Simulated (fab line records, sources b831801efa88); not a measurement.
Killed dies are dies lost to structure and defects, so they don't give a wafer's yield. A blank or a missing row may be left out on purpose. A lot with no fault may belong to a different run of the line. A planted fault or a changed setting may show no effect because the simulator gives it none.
What tool caused it? | flow gf180mcu | 12 lots with 36 wafers sampled at 3 steps, on a route of 602 steps

## WHAT EACH GAUGE READ, for each wafer
GF_LVPWELL_OVL_MEAS_07.
lot  | measured    | on         | LVPWELL_OVL (nm)
L297 | day 3 23:21 | overlay-02 | -1.3 -2.0 -3.3
L298 | day 4 04:25 | overlay-02 | -3.4 -3.0 -2.4
L300 | day 4 15:47 | overlay-02 | -2.8 -1.2 -0.3
L301 | day 4 21:04 | overlay-02 | 0.3 1.2 -0.7
L303 | day 5 07:22 | overlay-02 | -3.3 -1.3 -0.3
L305 | day 5 17:14 | overlay-01 | -4.7 -0.7 -1.6
L306 | day 5 23:45 | overlay-01 | -2.1 -1.7 -2.7
L308 | day 6 10:53 | overlay-01 | -3.9 -2.0 -2.6
L309 | day 6 15:11 | overlay-02 | 2.4 2.4 2.1
L312 | day 7 08:56 | overlay-02 | -0.6 -1.1 -1.3
L314 | day 7 18:51 | overlay-02 | -0.7 -2.0 -1.5
L320 | day 9 06:08 | overlay-01 | -2.7 -3.1 -3.7

GF_POLY_GATE_CD_MEAS_10 targets a cd of 280 nm.
lot  | measured     | on        | cd-nm (nm)
L297 | day 9 07:30  | cd-sem-02 | 280.0 278.4 279.1
L298 | day 9 12:58  | cd-sem-01 | 278.5 278.1 279.4
L300 | day 10 01:51 | cd-sem-02 | 278.9 278.6 279.2
L301 | day 10 12:35 | cd-sem-02 | 280.2 280.3 279.7
L303 | day 10 23:04 | cd-sem-02 | 279.6 278.8 280.6
L305 | day 11 12:32 | cd-sem-02 | 281.3 279.8 281.3
L306 | day 11 22:13 | cd-sem-01 | 280.1 279.9 280.5
L308 | day 12 11:07 | cd-sem-02 | 281.0 280.9 281.3
L309 | day 12 19:32 | cd-sem-01 | 280.2 280.6 281.2
L312 | day 13 17:02 | cd-sem-02 | 281.5 281.7 281.8
L314 | day 14 05:05 | cd-sem-01 | 279.0 277.3 278.8
L320 | day 16 02:14 | cd-sem-02 | 280.1 279.2 279.1

## TOOL THAT RAN EACH LOT (tool first, then ch and the chambers of the sampled wafers, then the start)
lot  | GF_STI_CMP_25
L297 | cmp-02 ch 1,2,3, day 2 04:59
L298 | cmp-02 ch 0,3, day 2 10:13
L300 | cmp-02 ch 2,3, day 2 21:14
L301 | cmp-02 ch 1,2,3, day 3 01:59
L303 | cmp-01 ch 1,2,3, day 3 10:49
L305 | cmp-02 ch 0,2,3, day 3 20:35
L306 | cmp-01 ch 2,3, day 4 03:31
L308 | cmp-01 ch 0,3, day 4 12:17
L309 | cmp-01 ch 0,1,2, day 4 16:43
L312 | cmp-01 ch 0,2,3, day 5 08:53
L314 | cmp-02 ch 1,2,3, day 5 19:11
L320 | cmp-01 ch 0,1,3, day 7 02:13
- GF_STI_CMP_25: polishes, stops on Si3N4, t overpolish 33 s, target thk 524.6 nm.

## AS READ BY THE TOOLS THEMSELVES (means over the sampled wafers that have a number; for cases with no such wafer, the mark the record gives instead)
GF_STI_CMP_25.
lot  | tool   | motor-current-A (A) | overpolish-run-s (s) | slurry-flow-ml-min | time-to-endpoint-s (s)
L297 | cmp-02 | 11.0                | 33.007               | 149.8              | 130
L298 | cmp-02 | 11.4                | 33.003               | 150.1              | 126
L300 | cmp-02 | 12.6                | 32.991               | 150.6              | 127
L301 | cmp-02 | 11.2                | 32.998               | 149.6              | 127
L303 | cmp-01 | 12.2                | 33.007               | 149.7              | 126
L305 | cmp-02 | 11.6                | 33.004               | 149.6              | 127
L306 | cmp-01 | 11.4                | 32.997               | 150.5              | 127
L308 | cmp-01 | 12.0                | 33.008               | 150.4              | 120
L309 | cmp-01 | 12.2                | 33.000               | 149.9              | 124
L312 | cmp-01 | 11.3                | 32.996               | 149.9              | 121
L314 | cmp-02 | 11.5                | 33.010               | 150.4              | 126
L320 | cmp-01 | 12.7                | 33.001               | 149.9              | 120

## THE ANSWER, worked out from the rows above alone
Rule: the usual values come from the lots themselves. Put in order of their means at a reading, lots are off if they are a third of the lots or fewer, leave a main group of 4 or more, and stand apart from it by a gap of 3 or more times the standard deviation of the main group's means; of several such gaps the widest counts. The tables above print the reading to a certain number of digits; a main group whose means all agree to those digits is not used. A lot without any number at a reading at which 4 lots or more have one is off too. Any other lot the step has rows for is counted as sound. The gauges are gone through in route order, then the tools' own readings, and for those a lot's mean is taken as printed above. The first step at which some lot is off is used, and at that step the reading that is off furthest; a lot without a number counts as furthest.
No lot is off at any reading shown: from this, nothing can be told.

## WHAT THE SIMULATOR PUT IN
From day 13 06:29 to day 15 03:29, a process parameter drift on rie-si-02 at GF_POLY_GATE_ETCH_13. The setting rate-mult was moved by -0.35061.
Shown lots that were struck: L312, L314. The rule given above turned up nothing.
